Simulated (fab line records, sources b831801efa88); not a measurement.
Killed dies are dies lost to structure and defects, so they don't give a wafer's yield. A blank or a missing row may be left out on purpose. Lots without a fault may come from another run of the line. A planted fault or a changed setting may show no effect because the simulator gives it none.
fab line records | flow sfq_line
record lots=15 wafers=45 last_day=81
route steps=325 shown L0@4 L0V@16 M0@29 M2@101
lots that met no fault: from a run of the same line without faults
start_h: hours from the record's first day to the start of the lot's first wafer shown | wait_h: hours since the lot's step before | " the same as in the row above | L1.1+2: a row that stands for several wafers | - no value, or no start given | * or withheld: withheld | < > ~ a bound
route shown NAME@n: a module of which the file shows steps, and the number in the route of the first | usual: mean/standard deviation of fault-free wafers | same: alike in all rows | chamber/n: place in a boat | sites: the reading at each site | _std_site: their standard deviation | _edge_site: outer sites' mean less inner sites' | radius_mm: how far each site lies from the wafer's centre | mask NAME#n: copy n | behind: the tool/chamber that last shaped the wafer | hold: why the lot was held/for how many hours/how that ended | device: the transistor (n, p or np) that didn't switch | end of line: the same wafers' tests at the end of the route | a step without rows: its recipe alone | killed: dies lost to structure and defects at the first sort, not the wafer's yield | map: a wafer's dies, x killed, . not, _ none there
set.NAME: the setting as run; set.NAME@STEP: as run at that earlier step | model.NAME: the simulator's own value behind a step, which no gauge read
steps of the route over a sample of lots; a table a step, a row a wafer
services: from which hour (start_h, from the record's first day; less than 0 if before it) a tool's chamber was out of use, for how many hours, and why
## steps
# step SFQ_L0_RS_MEAS_901
# recipe thk_meas_gauge=four-point-probe reads=MoNx_KI_of_TRILAYER_L0_DEP_SPUTTER_003
# usual L0_MONX_KI_RS=43.6/0.61
# columns lot.wafer tool chamber start_h wait_h L0_MONX_KI_RS[ohm/sq]
L865.4 film_metro-04 - 12.62 0.1 42.7
L865.5 " - " " 42.4
L865.6 " - " " 42.9
L867.3 film_metro-01 - 22.60 0.1 43.8
L867.4 " - " " 43.8
L867.6 " - " " 44.4
L868.1 film_metro-04 - 27.56 0.0 43.8
L868.2 " - " " 43.8
L868.4 " - " " 43.5
L872.1 film_metro-03 - 47.56 0.0 44.1
L872.3 " - " " 44.5
L872.6 " - " " 44.2
L874.1 film_metro-03 - 57.56 0.0 43.7
L874.3 " - " " 42.5
L874.5 " - " " 42.5
L875.1 film_metro-01 - 62.56 0.0 42.5
L875.2 " - " " 42.7
L875.5 " - " " 42.5
L876.1 film_metro-01 - 67.56 0.0 43.0
L876.2 " - " " 42.8
L876.4 " - " " 42.3
L877.3 film_metro-04 - 72.60 0.1 44.0
L877.4 " - " " 43.0
L877.6 " - " " 43.2
L879.1 film_metro-04 - 82.57 0.0 44.2
L879.4 " - " " 44.1
L879.6 " - " " 44.3
L880.2 film_metro-03 - 87.58 0.1 43.7
L880.4 " - " " 43.3
L880.6 " - " " 43.6
L881.4 film_metro-03 - 92.62 0.1 44.2
L881.5 " - " " 44.2
L881.6 " - " " 43.9
L882.1 film_metro-01 - 97.56 0.0 43.3
L882.4 " - " " 43.7
L882.5 " - " " 43.6
L886.3 film_metro-01 - 117.60 0.1 43.8
L886.4 " - " " 43.9
L886.5 " - " " 43.9
L887.3 film_metro-01 - 122.60 0.1 42.2
L887.5 " - " " 42.6
L887.6 " - " " 42.2
L888.2 film_metro-03 - 127.58 0.1 43.4
L888.3 " - " " 43.6
L888.6 " - " " 42.6
# step SFQ_TRILAYER_L0_CAP_PECVD_011
# recipe material=SiO2 temp_c=150 time_s=13.333 pressure_torr=2.4 rf_w=183.3 precursor=SiH4/N2O target_thk_nm=60
# usual heater_power_w=81/15 throttle_valve_pct=25.1/1.4
# columns lot.wafer tool chamber start_h wait_h heater_power_w throttle_valve_pct
L865.4 pecvd-01 1 81.97 0.0 86 26.6
L865.5 " 2 " " 87 25.9
L865.6 " 0 " " 76 27.5
L867.3 pecvd-04 0 93.25 0.0 88 23.7
L867.4 " 0 " " 90 23.8
L867.6 " 2 " " 79 23.9
L868.1 pecvd-02 0 96.85 0.0 69 24.7
L868.2 " 2 " " 53 25.4
L868.4 " 0 " " 68 24.2
L872.1 pecvd-01 1 124.59 0.0 85 26.4
L872.3 " 0 " " 88 27.6
L872.6 " 2 " " 86 26.0
L874.1 pecvd-02 1 135.38 0.0 88 25.0
L874.3 " 2 " " 52 25.8
L874.5 " 0 " " 72 24.4
L875.1 pecvd-02 2 143.09 0.0 45 25.6
L875.2 " 1 " " 102 25.0
L875.5 " 2 " " 46 25.7
L876.1 pecvd-02 1 150.29 0.0 97 25.1
L876.2 " 2 " " 47 25.8
L876.4 " 0 " " 61 24.6
L877.3 pecvd-04 0 153.89 0.0 95 23.8
L877.4 " 1 " " 96 23.2
L877.6 " 2 " " 82 23.9
L879.1 pecvd-01 0 168.29 0.0 81 27.5
L879.4 " 1 " " 86 26.3
L879.6 " 0 " " 82 27.7
L880.2 pecvd-01 0 176.69 0.0 90 27.4
L880.4 " 1 " " 75 26.2
L880.6 " 0 " " 87 27.7
L881.4 pecvd-04 0 184.61 0.0 95 23.6
L881.5 " 2 " " 75 24.1
L881.6 " 1 " " 99 23.6
L882.1 pecvd-01 1 194.20 0.0 73 26.4
L882.4 " 1 " " 72 26.3
L882.5 " 0 " " 77 27.9
L886.3 pecvd-04 1 217.89 0.0 92 23.5
L886.4 " 2 " " 73 24.1
L886.5 " 2 " " 72 24.0
L887.3 pecvd-01 1 221.65 0.0 90 26.9
L887.5 " 0 " " 83 27.8
L887.6 " 1 " " 87 26.3
L888.2 pecvd-01 1 227.48 0.0 76 26.3
L888.3 " 0 " " 78 27.6
L888.6 " 0 " " 80 27.8
# step SFQ_TRILAYER_M0_DEP_SPUTTER_019
# recipe material=Nb base_pressure_pa=1.33e-06 chamber_pressure_pa=0.1333 substrate_temp_c=20 resputter_cathode_voltage_v=400 target_thk_nm=200 power_w=2000 time_s=133.3
# usual cathode_dc_power_W=2000.0/0.37 throttle_valve_pct=30.1/0.65
# columns lot.wafer tool chamber start_h wait_h cathode_dc_power_W throttle_valve_pct
L865.4 pvd_sputter-06 - 167.13 0.0 1999.8 28.7
L865.5 " - " " 1999.5 29.5
L865.6 " - " " 1999.8 28.5
L867.3 pvd_sputter-06 - 187.19 0.0 2000.2 30.4
L867.4 " - " " 1999.4 29.0
L867.6 " - " " 1999.6 29.5
L868.1 pvd_sputter-03 - 192.33 0.0 2000.1 30.1
L868.2 " - " " 2000.1 30.6
L868.4 " - " " 2000.0 30.0
L872.1 pvd_sputter-05 - 224.10 0.0 2000.4 31.3
L872.3 " - " " 1999.0 30.5
L872.6 " - " " 2000.0 31.0
L874.1 pvd_sputter-06 - 237.12 0.0 2000.1 28.8
L874.3 " - " " 1999.8 29.5
L874.5 " - " " 2000.0 30.5
L875.1 pvd_sputter-05 - 246.86 0.0 1999.6 30.0
L875.2 " - " " 1999.9 30.2
L875.5 " - " " 1999.9 29.9
L876.1 pvd_sputter-06 - 252.89 0.0 2000.0 29.4
L876.2 " - " " 1999.7 30.5
L876.4 " - " " 1999.8 28.8
L877.3 pvd_sputter-06 - 256.46 0.0 2000.1 29.9
L877.4 " - " " 2000.3 28.6
L877.6 " - " " 1999.5 28.7
L879.1 pvd_sputter-06 - 274.54 0.0 2083.6 28.8
L879.4 " - " " 2084.2 28.7
L879.6 " - " " 1999.3 30.6
L880.2 pvd_sputter-06 - 280.45 0.0 2000.3 30.4
L880.4 " - " " 2083.3 28.9
L880.6 " - " " 1999.5 30.5
L881.4 pvd_sputter-06 - 286.45 0.0 2083.3 28.6
L881.5 " - " " 2000.5 30.2
L881.6 " - " " 2083.8 28.8
L882.1 pvd_sputter-05 - 296.65 0.0 2000.1 30.2
L882.4 " - " " 2000.3 31.1
L882.5 " - " " 2000.2 29.9
L886.3 pvd_sputter-05 - 325.86 0.0 1999.9 30.2
L886.4 " - " " 1999.5 31.2
L886.5 " - " " 1999.9 30.0
L887.3 pvd_sputter-05 - 329.46 0.0 2000.3 30.0
L887.5 " - " " 2000.0 31.1
L887.6 " - " " 1999.8 30.4
L888.2 pvd_sputter-05 - 335.84 0.0 2000.3 29.8
L888.3 " - " " 2000.5 30.4
L888.6 " - " " 1999.7 30.1
# step SFQ_M0_RS_MEAS_904
# recipe thk_meas_gauge=four-point-probe reads=Nb_of_TRILAYER_M0_DEP_SPUTTER_019
# usual M0_NB_RS=0.889/0.0087
# columns lot.wafer tool chamber start_h wait_h M0_NB_RS[ohm/sq]
L865.4 film_metro-02 - 167.28 0.1 0.895
L865.5 " - " " 0.889
L865.6 " - " " 0.895
L867.3 film_metro-01 - 187.33 0.1 0.886
L867.4 " - " " 0.898
L867.6 " - " " 0.900
L868.1 film_metro-01 - 192.42 0.0 0.893
L868.2 " - " " 0.895
L868.4 " - " " 0.874
L872.1 film_metro-04 - 224.19 0.0 0.885
L872.3 " - " " 0.883
L872.6 " - " " 0.894
L874.1 film_metro-02 - 237.21 0.0 0.892
L874.3 " - " " 0.893
L874.5 " - " " 0.886
L875.1 film_metro-02 - 246.95 0.0 0.887
L875.2 " - " " 0.890
L875.5 " - " " 0.879
L876.1 film_metro-04 - 252.98 0.0 0.908
L876.2 " - " " 0.891
L876.4 " - " " 0.899
L877.3 film_metro-04 - 256.59 0.1 0.904
L877.4 " - " " 0.899
L877.6 " - " " 0.897
L879.1 film_metro-01 - 274.63 0.0 0.862
L879.4 " - " " 0.864
L879.6 " - " " 0.887
L880.2 film_metro-04 - 280.56 0.1 0.888
L880.4 " - " " 0.856
L880.6 " - " " 0.882
L881.4 film_metro-04 - 286.60 0.1 0.862
L881.5 " - " " 0.887
L881.6 " - " " 0.861
L882.1 film_metro-04 - 296.74 0.0 0.874
L882.4 " - " " 0.874
L882.5 " - " " 0.875
L886.3 film_metro-02 - 325.99 0.1 0.878
L886.4 " - " " 0.877
L886.5 " - " " 0.877
L887.3 film_metro-04 - 329.59 0.1 0.898
L887.5 " - " " 0.896
L887.6 " - " " 0.893
L888.2 film_metro-02 - 335.95 0.1 0.887
L888.3 " - " " 0.891
L888.6 " - " " 0.889
# step SFQ_TRILAYER_M2_STRIP_STRIP_061
# recipe gas=O2 power_w=200 platen_temp_c=40 overash_fraction=0.65 chemistry=O2 pressure_mtorr=50
# usual chamber_pressure_mTorr=50.00/0.047 drypump_motor_current_A=5.9/0.39 oes_product_au=1.000/0.0085
# columns lot.wafer tool chamber start_h wait_h chamber_pressure_mTorr drypump_motor_current_A oes_product_au rf_hours_counter_h
L865.4 rie_metal-04 1 565.91 0.2 49.94 5.9 0.998 -
L865.5 " 1 " " 49.95 5.8 1.011 -
L865.6 " 0 " " 49.96 5.3 0.996 -
L867.3 rie_metal-03 1 718.34 0.2 49.96 6.3 0.984 -
L867.4 " 0 " " 50.04 5.7 0.993 -
L867.6 " 1 " " 50.02 6.3 0.995 -
L868.1 rie_metal-04 0 719.34 0.1 49.96 5.2 1.010 28
L868.2 " 1 " " 50.00 5.8 1.006 94
L868.4 " 1 " " 50.01 5.8 1.002 -
L872.1 rie_metal-03 1 776.55 0.1 49.98 6.3 0.993 74
L872.3 " 0 " " 49.91 5.7 1.007 -
L872.6 " 1 " " 50.01 6.3 0.995 -
L874.1 rie_metal-02 1 798.33 0.2 50.01 6.2 0.998 83
L874.3 " 1 " " 49.97 6.2 0.985 -
L874.5 " 1 " " 50.04 6.2 0.988 -
L875.1 rie_metal-02 1 801.93 0.2 50.09 6.3 0.992 84
L875.2 " 1 " " 50.00 6.3 0.994 -
L875.5 " 1 " " 49.99 6.2 1.000 -
L876.1 rie_metal-04 0 814.95 0.1 50.02 5.3 1.006 41
L876.2 " 1 " " 49.93 5.8 1.006 105
L876.4 " 0 " " 49.93 5.2 1.004 -
L877.3 rie_metal-04 1 821.15 0.2 50.02 5.9 1.001 -
L877.4 " 0 " " 49.98 5.2 1.005 -
L877.6 " 1 " " 49.96 5.9 1.010 -
L879.1 rie_metal-02 0 837.40 0.1 49.93 6.3 0.998 3
L879.4 " 1 " " 49.96 6.2 0.986 -
L879.6 " 0 " " 50.01 6.4 0.993 -
L880.2 rie_metal-03 0 843.40 0.1 50.00 5.7 0.995 96
L880.4 " 1 " " 50.03 6.3 0.987 -
L880.6 " 0 " " 50.06 5.8 1.012 -
L881.4 rie_metal-03 1 848.40 0.2 50.02 6.3 0.993 -
L881.5 " 1 " " 50.01 6.3 0.991 -
L881.6 " 0 " " 49.98 5.7 0.999 -
L882.1 rie_metal-03 0 856.60 0.1 49.98 5.8 1.003 98
L882.4 " 0 " " 50.04 5.7 1.004 -
L882.5 " 1 " " 49.97 6.3 0.991 -
L886.3 rie_metal-02 0 885.51 0.2 50.08 6.4 1.002 -
L886.4 " 1 " " 50.01 6.2 1.008 -
L886.5 " 0 " " 49.96 6.3 1.002 -
L887.3 rie_metal-03 1 955.54 0.2 49.98 6.3 0.982 -
L887.5 " 0 " " 49.95 5.7 1.006 -
L887.6 " 1 " " 50.01 6.3 0.993 -
L888.2 rie_metal-03 1 960.61 0.1 50.05 6.3 0.999 100
L888.3 " 0 " " 50.04 5.7 1.010 -
L888.6 " 0 " " 50.06 5.7 1.013 -
## services
# columns tool chamber start_h hours kind
pecvd-01 2 172.68 30.7 repair
rie_metal-03 0 218.62 7.1 repair
rie_metal-03 - 221.62 0.5 repair
pecvd-01 1 291.54 7.1 repair
rie_metal-03 - 332.40 2.8 pm
rie_metal-03 - 335.15 1.4 pm
rie_metal-03 1 335.28 2.1 repair
rie_metal-03 - 375.93 0.9 repair
rie_metal-03 - 403.60 28.1 pm
pvd_sputter-06 - 410.25 1.7 repair
rie_metal-03 - 476.04 0.2 repair
pvd_sputter-06 - 492.07 2.8 repair
pvd_sputter-06 - 544.38 4.5 repair
pecvd-01 - 549.10 2.8 pm
pecvd-01 - 563.75 14.0 pm
pecvd-01 - 577.75 6.0 pm
pvd_sputter-06 - 579.43 5.4 repair
pecvd-01 0 665.37 12.0 repair
pvd_sputter-06 - 685.44 2.7 repair
pecvd-01 - 876.89 1.8 repair
rie_metal-03 1 877.37 4.7 repair
pecvd-01 1 893.37 4.3 repair
rie_metal-03 - 921.95 14.6 pm
pecvd-01 1 959.36 3.8 repair
## key
first_sign step=SFQ_TRILAYER_M0_DEP_SPUTTER_019 reading=cathode_dc_power_W direction=up sigmas=99+ usual=2000.0 struck=2083.6
effect step=SFQ_M0_RS_MEAS_904 reading=M0_NB_RS direction=down sigmas=3.2 usual=0.889 struck=0.861
met_at SFQ_TRILAYER_M0_DEP_SPUTTER_019
struck_lots L879,L880,L881
struck_wafers L879.1,L879.4,L880.4,L881.4,L881.6
not_acting_at SFQ_L0_RS_MEAS_901,SFQ_TRILAYER_L0_CAP_PECVD_011,SFQ_TRILAYER_M2_STRIP_STRIP_061
onset_between 256.46 274.54
fault kind=process_parameter_drift tool=pvd_sputter-06 chamber=- onset_h=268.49 steps=SFQ_TRILAYER_M0_DEP_SPUTTER_019 channel=power_w offset=83.482 shape=step end_h=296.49 acts_in=these_recipes_only stated=2000 scope=struck_wafers_only
